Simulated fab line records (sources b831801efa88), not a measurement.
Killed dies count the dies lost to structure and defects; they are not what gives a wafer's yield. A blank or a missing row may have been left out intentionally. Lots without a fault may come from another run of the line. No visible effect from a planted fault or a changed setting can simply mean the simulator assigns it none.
fab line records | flow gf180mcu
record lots=24 wafers=72 lastDay=34
route steps=602 shown V2@407 M3@423 V3@434 M4@457 V5@562
lots that met no fault: taken from a fault-free run of the same line
startH: the number of hours between the record's first day and the start of the first shown wafer of the lot | waitH: hours elapsed since this lot's preceding step | " repeats the value in the row above | L1.1+2: one row covering several wafers at once | - either no value or no given start | * or withheld: withheld | < > ~ a bound
route shown NAME@n: NAME is a module with steps in the file, n the number in the route of the first one | usual: the fault-free wafers' mean and standard deviation | same: alike in all rows | chamber/n: place in a boat | sites: the reading at each site | _std_site: standard deviation across them | _edge_site: mean of outer sites minus mean of inner sites | radiusMm: for every site, how far away it sits from the centre of the wafer | mask NAME#n: copy n | behind: the tool/chamber that last shaped the wafer | hold: why the lot was held/for how many hours/how that ended | device: transistor that didn't switch, given as n, p or np | end of line: the tests these same wafers got at the end of their route | for a step that has no rows: nothing shown but its recipe | killed: at the first sort, the dies lost to defects and structure; wafer yield is something else | map: dies across one wafer; x = killed, . = not, _ = none there
set.NAME: the setting the step ran with; set.NAME@STEP: the setting that earlier step ran with | model.NAME: the simulator's own value behind a step, which no gauge read
a sample of lots followed through the steps of the route, with each step as a table and each wafer as a row
services: a tool's chamber out of use, with start hour (startH, from the record's first day; less than 0 if before it), hours out, and reason
## steps
# step GF_V2_THK_MEAS_25
# recipe thkMeasGauge=xrf reads=W_of_V2_CVD_23
# usual V2_W_THK=341/4.3
# columns lot.wafer tool chamber startH waitH V2_W_THK[nm]
L074.1 filmMetro-03 - 465.22 0.1 342
L074.4 " - " " 341
L074.5 " - " " 349
L075.1 filmMetro-04 - 472.35 0.1 347
L075.3 " - " " 350
L075.6 " - " " 353
L076.2 filmMetro-01 - 483.78 0.1 342
L076.3 " - " " 340
L076.6 " - " " 340
L077.1 filmMetro-04 - 496.48 0.1 337
L077.2 " - " " 334
L077.3 " - " " 335
L078.1 filmMetro-01 - 503.70 0.1 343
L078.3 " - " " 346
L078.5 " - " " 342
L079.1 filmMetro-01 - 513.75 0.1 341
L079.2 " - " " 341
L079.3 " - " " 343
L080.2 filmMetro-04 - 524.18 0.1 345
L080.4 " - " " 350
L080.6 " - " " 345
L081.1 filmMetro-01 - 533.50 0.1 333
L081.4 " - " " 339
L081.5 " - " " 337
L082.1 filmMetro-03 - 542.25 0.1 343
L082.4 " - " " 343
L082.5 " - " " 351
L083.1 filmMetro-01 - 555.02 0.1 343
L083.5 " - " " 337
L083.6 " - " " 341
L084.1 filmMetro-03 - 562.03 0.1 336
L084.3 " - " " 340
L084.4 " - " " 335
L085.1 filmMetro-01 - 563.39 0.1 337
L085.2 " - " " 337
L085.5 " - " " 333
L086.1 filmMetro-03 - 572.89 0.1 338
L086.3 " - " " 341
L086.4 " - " " 337
L087.1 filmMetro-01 - 582.10 0.1 336
L087.3 " - " " 340
L087.5 " - " " 344
L088.1 filmMetro-01 - 591.13 0.1 343
L088.2 " - " " 331
L088.5 " - " " 339
L089.1 filmMetro-01 - 597.95 0.1 336
L089.2 " - " " 345
L089.6 " - " " 348
L090.2 filmMetro-03 - 602.34 0.1 345
L090.4 " - " " 342
L090.5 " - " " 342
L091.2 filmMetro-01 - 606.63 0.1 341
L091.5 " - " " 343
L091.6 " - " " 336
L092.1 filmMetro-04 - 612.83 0.1 341
L092.2 " - " " 345
L092.6 " - " " 344
L093.1 filmMetro-01 - 623.22 0.1 341
L093.3 " - " " 342
L093.4 " - " " 338
L094.1 filmMetro-01 - 631.35 0.1 337
L094.4 " - " " 336
L094.5 " - " " 345
L095.2 filmMetro-04 - 636.15 0.1 337
L095.5 " - " " 344
L095.6 " - " " 340
L096.1 filmMetro-01 - 640.29 0.1 345
L096.2 " - " " 340
L096.6 " - " " 339
L097.2 filmMetro-01 - 648.23 0.1 348
L097.3 " - " " 343
L097.4 " - " " 335
# step GF_M3_CD_MEAS_14
# recipe targetCdNm=280
# usual cdNm=279.9/0.99
# columns lot.wafer tool chamber startH waitH cdNm
L074.1 cdSem-02 - 489.50 0.1 279.6
L074.4 " - " " 280.1
L074.5 " - " " 280.3
L075.1 cdSem-02 - 496.59 0.1 277.9
L075.3 " - " " 277.8
L075.6 " - " " 277.9
L076.2 cdSem-02 - 507.69 0.1 279.7
L076.3 " - " " 280.0
L076.6 " - " " 281.3
L077.1 cdSem-01 - 520.54 0.1 280.2
L077.2 " - " " 281.2
L077.3 " - " " 279.9
L078.1 cdSem-01 - 527.59 0.1 278.9
L078.3 " - " " 279.1
L078.5 " - " " 280.1
L079.1 cdSem-02 - 536.91 0.1 279.9
L079.2 " - " " 280.5
L079.3 " - " " 280.8
L080.2 cdSem-01 - 547.64 0.1 280.8
L080.4 " - " " 280.3
L080.6 " - " " 281.2
L081.1 cdSem-01 - 556.39 0.1 278.9
L081.4 " - " " 279.6
L081.5 " - " " 278.9
L082.1 cdSem-01 - 564.72 0.1 280.6
L082.4 " - " " 279.1
L082.5 " - " " 278.9
L083.1 cdSem-02 - 577.59 0.1 279.3
L083.5 " - " " 279.5
L083.6 " - " " 279.3
L084.1 cdSem-01 - 583.69 0.1 279.8
L084.3 " - " " 281.0
L084.4 " - " " 280.2
L085.1 cdSem-02 - 585.22 0.1 279.7
L085.2 " - " " 280.1
L085.5 " - " " 280.2
L086.1 cdSem-01 - 595.11 0.1 280.5
L086.3 " - " " 279.0
L086.4 " - " " 280.4
L087.1 cdSem-02 - 603.76 0.1 279.6
L087.3 " - " " 279.1
L087.5 " - " " 279.6
L088.1 cdSem-01 - 612.82 0.1 279.5
L088.2 " - " " 279.1
L088.5 " - " " 279.6
L089.1 cdSem-02 - 619.34 0.1 280.9
L089.2 " - " " 280.5
L089.6 " - " " 279.6
L090.2 cdSem-02 - 623.28 0.1 279.7
L090.4 " - " " 278.7
L090.5 " - " " 280.2
L091.2 cdSem-02 - 627.88 0.1 282.0
L091.5 " - " " 281.9
L091.6 " - " " 281.9
L092.1 cdSem-02 - 634.21 0.1 279.0
L092.2 " - " " 278.8
L092.6 " - " " 278.7
L093.1 cdSem-02 - 644.19 0.1 280.3
L093.3 " - " " 280.2
L093.4 " - " " 279.5
L094.1 cdSem-02 - 651.99 0.1 279.7
L094.4 " - " " 280.2
L094.5 " - " " 279.8
L095.2 cdSem-02 - 656.24 0.1 280.4
L095.5 " - " " 280.0
L095.6 " - " " 281.4
L096.1 cdSem-01 - 660.21 0.2 279.9
L096.2 " - " " 278.7
L096.6 " - " " 279.6
L097.2 cdSem-02 - 668.09 0.1 278.6
L097.3 " - " " 279.9
L097.4 " - " " 280.1
# step GF_V3_BOW_MEAS_05
# recipe mode=bow
# usual V3_BOW=117/8.6
# columns lot.wafer tool chamber startH waitH V3_BOW[um]
L074.1 filmMetro-04 - 490.88 0.2 114
L074.4 " - " " 123
L074.5 " - " " 116
L075.1 filmMetro-02 - 498.10 0.1 112
L075.3 " - " " 123
L075.6 " - " " 115
L076.2 filmMetro-02 - 509.23 0.2 103
L076.3 " - " " 119
L076.6 " - " " 115
L077.1 filmMetro-03 - 521.92 0.1 118
L077.2 " - " " 121
L077.3 " - " " 134
L078.1 filmMetro-02 - 528.97 0.1 124
L078.3 " - " " 125
L078.5 " - " " 121
L079.1 filmMetro-02 - 538.42 0.1 102
L079.2 " - " " 116
L079.3 " - " " 116
L080.2 filmMetro-02 - 549.15 0.3 117
L080.4 " - " " 112
L080.6 " - " " 117
L081.1 filmMetro-04 - 557.94 0.2 125
L081.4 " - " " 120
L081.5 " - " " 121
L082.1 filmMetro-03 - 566.10 0.2 130
L082.4 " - " " 116
L082.5 " - " " 119
L083.1 filmMetro-04 - 578.97 0.2 119
L083.5 " - " " 108
L083.6 " - " " 124
L084.1 filmMetro-02 - 585.07 0.2 102
L084.3 " - " " 96
L084.4 " - " " 113
L085.1 filmMetro-02 - 586.60 0.2 127
L085.2 " - " " 128
L085.5 " - " " 124
L086.1 filmMetro-04 - 596.53 0.1 132
L086.3 " - " " 111
L086.4 " - " " 120
L087.1 filmMetro-03 - 605.26 0.2 119
L087.3 " - " " 105
L087.5 " - " " 120
L088.1 filmMetro-03 - 614.21 0.1 124
L088.2 " - " " 125
L088.5 " - " " 114
L089.1 filmMetro-03 - 620.72 0.2 106
L089.2 " - " " 110
L089.6 " - " " 114
L090.2 filmMetro-02 - 624.66 0.3 119
L090.4 " - " " 101
L090.5 " - " " 106
L091.2 filmMetro-02 - 629.26 0.3 121
L091.5 " - " " 129
L091.6 " - " " 105
L092.1 filmMetro-04 - 635.59 0.1 111
L092.2 " - " " 107
L092.6 " - " " 118
L093.1 filmMetro-03 - 645.58 0.2 112
L093.3 " - " " 109
L093.4 " - " " 109
L094.1 filmMetro-03 - 653.46 0.1 120
L094.4 " - " " 105
L094.5 " - " " 116
L095.2 filmMetro-02 - 657.65 0.2 130
L095.5 " - " " 123
L095.6 " - " " 108
L096.1 filmMetro-02 - 661.59 0.1 120
L096.2 " - " " 112
L096.6 " - " " 123
L097.2 filmMetro-03 - 669.69 0.2 116
L097.3 " - " " 98
L097.4 " - " " 113
# step GF_M4_SPUTTER_01
# recipe material=TiN targetThkNm=30 powerW=6500 timeS=25 chamberPressurePa=0.4
# usual throttleValvePct=30.3/1
# columns lot.wafer tool chamber startH waitH throttleValvePct
L074.1 pvdSputter-01 - 516.53 0.1 31.2
L074.4 " - " " 29.6
L074.5 " - " " 31.1
L075.1 pvdSputter-04 - 522.98 0.1 29.9
L075.3 " - " " 30.9
L075.6 " - " " 30.9
L076.2 pvdSputter-02 - 533.88 0.1 30.9
L076.3 " - " " 30.6
L076.6 " - " " 30.9
L077.1 pvdSputter-01 - 546.36 0.1 30.1
L077.2 " - " " 31.3
L077.3 " - " " 30.9
L078.1 pvdSputter-01 - 553.53 0.1 29.5
L078.3 " - " " 31.3
L078.5 " - " " 30.2
L079.1 pvdSputter-02 - 562.33 0.1 30.5
L079.2 " - " " 29.3
L079.3 " - " " 31.0
L080.2 pvdSputter-02 - 573.29 0.1 30.9
L080.4 " - " " 29.6
L080.6 " - " " 32.1
L081.1 pvdSputter-01 - 581.56 0.1 31.4
L081.4 " - " " 30.1
L081.5 " - " " 30.2
L082.1 pvdSputter-04 - 589.42 0.1 27.5
L082.4 " - " " 30.6
L082.5 " - " " 30.7
L083.1 pvdSputter-01 - 602.06 0.1 31.1
L083.5 " - " " 29.6
L083.6 " - " " 30.9
L084.1 pvdSputter-02 - 607.73 0.1 31.1
L084.3 " - " " 30.6
L084.4 " - " " 31.8
L085.1 pvdSputter-04 - 609.14 0.1 27.9
L085.2 " - " " 30.0
L085.5 " - " " 30.1
L086.1 pvdSputter-01 - 618.64 0.1 30.9
L086.3 " - " " 29.4
L086.4 " - " " 30.2
L087.1 pvdSputter-02 - 627.56 0.1 32.1
L087.3 " - " " 30.8
L087.5 " - " " 32.1
L088.1 pvdSputter-01 - 637.18 0.1 29.6
L088.2 " - " " 30.8
L088.5 " - " " 31.2
L089.1 pvdSputter-01 - 642.57 0.1 31.5
L089.2 " - " " 31.1
L089.6 " - " " 31.7
L090.2 pvdSputter-04 - 646.98 0.1 30.4
L090.4 " - " " 27.4
L090.5 " - " " 30.2
L091.2 pvdSputter-04 - 650.91 0.1 27.8
L091.5 " - " " 29.0
L091.6 " - " " 30.1
L092.1 pvdSputter-04 - 656.89 0.1 28.9
L092.2 " - " " 27.7
L092.6 " - " " 30.9
L093.1 pvdSputter-02 - 666.81 0.1 29.2
L093.3 " - " " 30.3
L093.4 " - " " 32.0
L094.1 pvdSputter-02 - 673.85 0.1 30.5
L094.4 " - " " 32.0
L094.5 " - " " 30.5
L095.2 pvdSputter-02 - 678.52 0.1 30.9
L095.5 " - " " 31.0
L095.6 " - " " 30.9
L096.1 pvdSputter-04 - 682.63 0.1 30.9
L096.2 " - " " 30.0
L096.6 " - " " 30.1
L097.2 pvdSputter-01 - 690.68 0.1 31.4
L097.3 " - " " 29.4
L097.4 " - " " 31.0
# step GF_M4_STRIP_17
# recipe chemistry=O2/N2 powerW=1400 pressureMtorr=1500 platenTempC=250 o2FlowSccm=3000 n2FlowSccm=300 overashFraction=0.5
# usual chamberPressureMTorr=1500.0/1.3 drypumpMotorCurrentA=5.9/0.4 heaterPowerW=317/23 oesProductAu=0.536/0.0049 platenTempC=250.01/0.19 stripTimeToEndpointS=7.36/0.049
# columns lot.wafer tool chamber startH waitH chamberPressureMTorr drypumpMotorCurrentA heaterPowerW oesProductAu platenTempC rfHoursCounterH stripTimeToEndpointS
L074.1 plasmaAsher-04 1 539.95 0.1 1502.7 5.8 344 0.534 249.96 41 7.36
L074.4 " 0 " " 1501.4 6.4 285 0.542 250.14 - 7.37
L074.5 " 0 " " 1498.1 6.4 295 0.534 250.17 - 7.36
L075.1 plasmaAsher-01 1 546.03 0.1 1498.5 6.0 347 0.538 249.77 83 7.31
L075.3 " 1 " " 1500.1 6.0 339 0.534 250.06 - 7.30
L075.6 " 0 " " 1499.6 5.2 333 0.534 249.88 - 7.26
L076.2 plasmaAsher-03 0 556.53 0.1 1502.2 6.3 311 0.536 250.08 14 7.32
L076.3 " 0 " " 1498.9 6.3 315 0.532 250.04 - 7.29
L076.6 " 0 " " 1500.8 6.3 303 0.535 249.82 - 7.33
L077.1 plasmaAsher-04 0 569.38 0.1 1500.4 6.4 284 0.530 250.13 44 7.33
L077.2 " 1 " " 1498.5 5.7 328 0.535 250.12 44 7.30
L077.3 " 0 " " 1500.3 6.4 283 0.534 250.02 - 7.26
L078.1 plasmaAsher-01 0 575.53 0.1 1499.6 5.2 331 0.540 249.83 86 7.37
L078.3 " 0 " " 1500.2 5.2 328 0.531 250.15 - 7.40
L078.5 " 1 " " 1499.0 5.9 349 0.544 250.13 - 7.37
L079.1 plasmaAsher-01 0 584.53 0.1 1498.8 5.2 335 0.539 249.82 87 7.40
L079.2 " 1 " " 1498.5 6.0 337 0.529 250.18 87 7.39
L079.3 " 1 " " 1501.4 5.9 337 0.541 250.32 - 7.41
L080.2 plasmaAsher-03 0 594.83 0.1 1500.5 6.3 311 0.545 249.98 18 7.37
L080.4 " 1 " " 1500.2 5.7 312 0.538 249.94 - 7.40
L080.6 " 0 " " 1498.5 6.3 305 0.535 250.01 - 7.34
L081.1 plasmaAsher-04 0 602.80 0.1 1500.1 6.5 278 0.543 250.23 48 7.32
L081.4 " 0 " " 1500.5 6.4 286 0.531 250.19 - 7.39
L081.5 " 1 " " 1499.0 5.8 336 0.544 249.95 - 7.34
L082.1 plasmaAsher-01 1 611.03 0.1 1501.5 5.9 341 0.536 250.02 90 7.34
L082.4 " 0 " " 1500.9 5.2 321 0.532 250.16 - 7.33
L082.5 " 1 " " 1496.8 6.0 351 0.531 249.81 - 7.36
L083.1 plasmaAsher-03 0 623.03 0.1 1498.8 6.3 308 0.532 250.41 21 7.31
L083.5 " 1 " " 1502.6 5.7 313 0.536 250.36 - 7.32
L083.6 " 0 " " 1500.1 6.3 307 0.543 249.97 - 7.33
L084.1 plasmaAsher-03 1 628.43 0.1 1501.2 5.7 320 0.540 250.06 21 7.36
L084.3 " 1 " " 1500.2 5.7 311 0.538 249.94 - 7.38
L084.4 " 0 " " 1498.2 6.3 312 0.543 250.40 - 7.37
L085.1 plasmaAsher-04 0 630.13 0.1 1500.2 6.4 281 0.530 249.82 51 7.32
L085.2 " 1 " " 1500.1 5.7 328 0.533 249.83 51 7.37
L085.5 " 1 " " 1501.4 5.7 342 0.544 249.66 - 7.37
L086.1 plasmaAsher-04 0 639.53 0.1 1500.0 6.4 280 0.539 250.12 52 7.33
L086.3 " 1 " " 1498.2 5.7 334 0.545 250.33 - 7.30
L086.4 " 0 " " 1499.6 6.4 288 0.531 249.62 - 7.30
L087.1 plasmaAsher-04 1 647.73 0.1 1500.1 5.8 338 0.540 250.06 53 7.38
L087.3 " 0 " " 1500.3 6.4 288 0.538 249.89 - 7.39
L087.5 " 0 " " 1500.4 6.4 293 0.540 249.72 - 7.35
L088.1 plasmaAsher-04 1 657.15 0.1 1500.3 5.8 335 0.547 249.80 54 7.39
L088.2 " 0 " " 1500.2 6.4 280 0.540 249.96 54 7.40
L088.5 " 1 " " 1499.6 5.8 334 0.536 249.73 - 7.43
L089.1 plasmaAsher-04 1 662.43 0.2 1500.4 5.7 328 0.537 249.78 54 7.32
L089.2 " 0 " " 1497.6 6.4 289 0.542 249.77 54 7.37
L089.6 " 0 " " 1502.4 6.5 285 0.541 250.18 - 7.37
L090.2 plasmaAsher-03 0 666.58 0.1 1498.3 6.3 307 0.529 249.89 26 7.34
L090.4 " 0 " " 1500.1 6.3 308 0.537 249.74 - 7.36
L090.5 " 1 " " 1500.3 5.7 321 0.535 249.88 - 7.35
L091.2 plasmaAsher-04 1 670.60 0.1 1502.4 5.7 335 0.546 249.77 55 7.45
L091.5 " 0 " " 1500.6 6.4 281 0.540 249.95 - 7.43
L091.6 " 1 " " 1500.4 5.7 328 0.536 250.03 - 7.47
L092.1 plasmaAsher-03 1 676.03 0.1 1501.0 5.7 319 0.539 250.05 27 7.41
L092.2 " 0 " " 1499.8 6.3 301 0.538 250.30 27 7.42
L092.6 " 1 " " 1498.3 5.7 319 0.541 249.94 - 7.44
L093.1 plasmaAsher-01 0 686.69 0.1 1502.5 5.2 337 0.540 250.10 97 7.40
L093.3 " 1 " " 1500.2 5.9 340 0.539 249.79 - 7.37
L093.4 " 0 " " 1501.4 5.2 330 0.540 250.11 - 7.36
L094.1 plasmaAsher-04 0 693.38 0.1 1497.2 6.4 282 0.536 250.20 58 7.39
L094.4 " 1 " " 1498.7 5.7 341 0.536 250.06 - 7.38
L094.5 " 1 " " 1500.3 5.7 343 0.543 249.90 - 7.40
L095.2 plasmaAsher-04 1 696.98 0.1 1501.3 5.8 343 0.538 249.90 58 7.37
L095.5 " 0 " " 1501.1 6.4 292 0.537 249.87 - 7.31
L095.6 " 1 " " 1501.8 5.8 337 0.542 249.86 - 7.42
L096.1 plasmaAsher-01 1 702.00 0.1 1498.9 5.9 340 0.542 250.09 98 7.44
L096.2 " 0 " " 1499.1 5.2 333 0.533 249.91 98 7.40
L096.6 " 0 " " 1502.4 5.2 335 0.533 249.72 - 7.40
L097.2 plasmaAsher-04 0 710.03 0.1 1500.4 6.4 283 0.541 250.17 59 7.45
L097.3 " 1 " " 1498.5 5.8 341 0.550 250.11 - 7.45
L097.4 " 0 " " 1501.9 6.4 286 0.539 249.92 - 7.45
# step GF_V5_SPUTTER_22
# recipe material=TiN targetThkNm=10 chamberPressurePa=5 powerW=4000 timeS=40
# usual throttleValvePct=30.1/0.87
# columns lot.wafer tool chamber startH waitH throttleValvePct
L074.1 pvdSputter-01 - 632.10 0.0 29.5
L074.4 " - " " 31.6
L074.5 " - " " 31.1
L075.1 pvdSputter-03 - 637.34 0.0 30.0
L075.3 " - " " 29.2
L075.6 " - " " 30.0
L076.2 pvdSputter-03 - 646.95 0.0 30.1
L076.3 " - " " 29.2
L076.6 " - " " 29.9
L077.1 pvdSputter-03 - 657.70 0.0 28.9
L077.2 " - " " 29.4
L077.3 " - " " 29.5
L078.1 pvdSputter-02 - 663.05 0.0 30.4
L078.3 " - " " 31.7
L078.5 " - " " 31.9
L079.1 pvdSputter-02 - 671.51 0.0 29.4
L079.2 " - " " 30.7
L079.3 " - " " 32.1
L080.2 pvdSputter-01 - 680.20 0.0 30.2
L080.4 " - " " 30.8
L080.6 " - " " 29.3
L081.1 pvdSputter-03 - 687.62 0.0 29.3
L081.4 " - " " 29.0
L081.5 " - " " 28.9
L082.1 pvdSputter-01 - 694.38 0.0 29.3
L082.4 " - " " 30.8
L082.5 " - " " 30.0
L083.1 pvdSputter-02 - 706.10 0.0 31.2
L083.5 " - " " 29.3
L083.6 " - " " 31.0
L084.1 pvdSputter-01 - 711.00 0.0 31.6
L084.3 " - " " 29.6
L084.4 " - " " 31.1
L085.1 pvdSputter-03 - 712.42 0.0 30.1
L085.2 " - " " 29.1
L085.5 " - " " 29.0
L086.1 pvdSputter-02 - 720.78 0.0 29.2
L086.3 " - " " 30.9
L086.4 " - " " 30.6
L087.1 pvdSputter-01 - 728.10 0.0 29.3
L087.3 " - " " 31.3
L087.5 " - " " 30.8
L088.1 pvdSputter-03 - 737.53 0.0 30.0
L088.2 " - " " 29.5
L088.5 " - " " 29.0
L089.1 pvdSputter-03 - 741.63 0.0 29.2
L089.2 " - " " 30.2
L089.6 " - " " 30.1
L090.2 pvdSputter-01 - 745.92 0.0 30.1
L090.4 " - " " 29.6
L090.5 " - " " 30.0
L091.2 pvdSputter-02 - 749.03 0.0 30.6
L091.5 " - " " 30.7
L091.6 " - " " 29.3
L092.1 pvdSputter-01 - 753.63 0.0 29.1
L092.2 " - " " 31.5
L092.6 " - " " 29.5
L093.1 pvdSputter-01 - 762.50 0.0 31.5
L093.3 " - " " 29.5
L093.4 " - " " 29.8
L094.1 pvdSputter-02 - 768.46 0.0 29.2
L094.4 " - " " 31.7
L094.5 " - " " 30.5
L095.2 pvdSputter-01 - 770.73 0.0 31.6
L095.5 " - " " 31.2
L095.6 " - " " 29.5
L096.1 pvdSputter-03 - 777.00 0.0 29.5
L096.2 " - " " 30.4
L096.6 " - " " 28.9
L097.2 pvdSputter-01 - 783.25 0.0 29.9
L097.3 " - " " 29.3
L097.4 " - " " 31.0
## services
# columns tool chamber startH hours kind
plasmaAsher-01 - 501.59 2.8 pm
plasmaAsher-01 - 515.56 2.4 repair
plasmaAsher-03 - 524.04 0.4 repair
pvdSputter-04 - 532.45 2.3 repair
plasmaAsher-03 - 576.81 2.0 repair
pvdSputter-01 - 592.28 5.3 repair
pvdSputter-03 - 594.93 5.9 repair
pvdSputter-04 - 596.26 1.7 repair
pvdSputter-03 - 609.97 11.5 repair
pvdSputter-04 - 622.59 3.2 repair
plasmaAsher-01 - 625.92 3.2 repair
pvdSputter-02 3 627.68 - consumableReplace:kit
pvdSputter-02 3 627.68 18.0 scheduledDown
pvdSputter-01 - 645.65 1.5 repair
pvdSputter-02 - 653.37 8.8 repair
pvdSputter-02 - 659.92 2.8 repair
plasmaAsher-01 - 668.46 9.5 repair
pvdSputter-04 - 708.34 2.3 repair
pvdSputter-01 0 729.49 - consumableReplace:kit
pvdSputter-01 0 729.49 18.0 scheduledDown
pvdSputter-01 0 729.49 18.0 ventCycle
plasmaAsher-01 - 733.75 9.0 pm
pvdSputter-03 - 738.71 2.2 repair
plasmaAsher-04 - 756.09 5.6 pm
## key
fault none
